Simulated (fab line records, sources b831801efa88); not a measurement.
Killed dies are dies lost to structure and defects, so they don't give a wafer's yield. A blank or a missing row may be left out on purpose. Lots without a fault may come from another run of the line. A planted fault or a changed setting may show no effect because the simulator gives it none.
Which tool did it? | flow gf180mcu | 6 lots, 18 wafers sampled, at 1 step of a route of 602

WHAT THE GAUGES READ, wafer by wafer
GF_V5_OVL_MEAS_15.
lot  | measured     | on         | V5_OVL (nm)
L844 | day 28 02:59 | overlay-02 | 0 2 -3
L849 | day 29 17:35 | overlay-02 | -6 -11 -4
L852 | day 30 13:42 | overlay-01 | -4 -3 0
L854 | day 31 01:11 | overlay-01 | 0 -2 -3
L856 | day 31 15:35 | overlay-02 | -4 -9 -5
L864 | day 33 16:41 | overlay-02 | 6 1 2

WHICH TOOL RAN EACH LOT (tool, then ch and the chambers of the sampled wafers, then the start)
The record holds no process step before these readings.

THE ANSWER, worked out from the rows above alone
Rule: what is usual is taken from the lots themselves. Put in order of their means at a reading, lots are off if they are a third of the lots or fewer, leave a main group of 4 or more, and stand apart from it by a gap of 3 or more times the standard deviation of the main group's means; of several such gaps the widest counts. A main group whose means are all the same, to the digits that the tables above print for the reading, isn't used. A lot without any number at a reading at which 4 lots or more have one is off too. The other lots that the step has rows for count as sound.
No lot is off at any reading shown: from this, nothing can be told.

WHAT THE SIMULATOR HAD PUT IN
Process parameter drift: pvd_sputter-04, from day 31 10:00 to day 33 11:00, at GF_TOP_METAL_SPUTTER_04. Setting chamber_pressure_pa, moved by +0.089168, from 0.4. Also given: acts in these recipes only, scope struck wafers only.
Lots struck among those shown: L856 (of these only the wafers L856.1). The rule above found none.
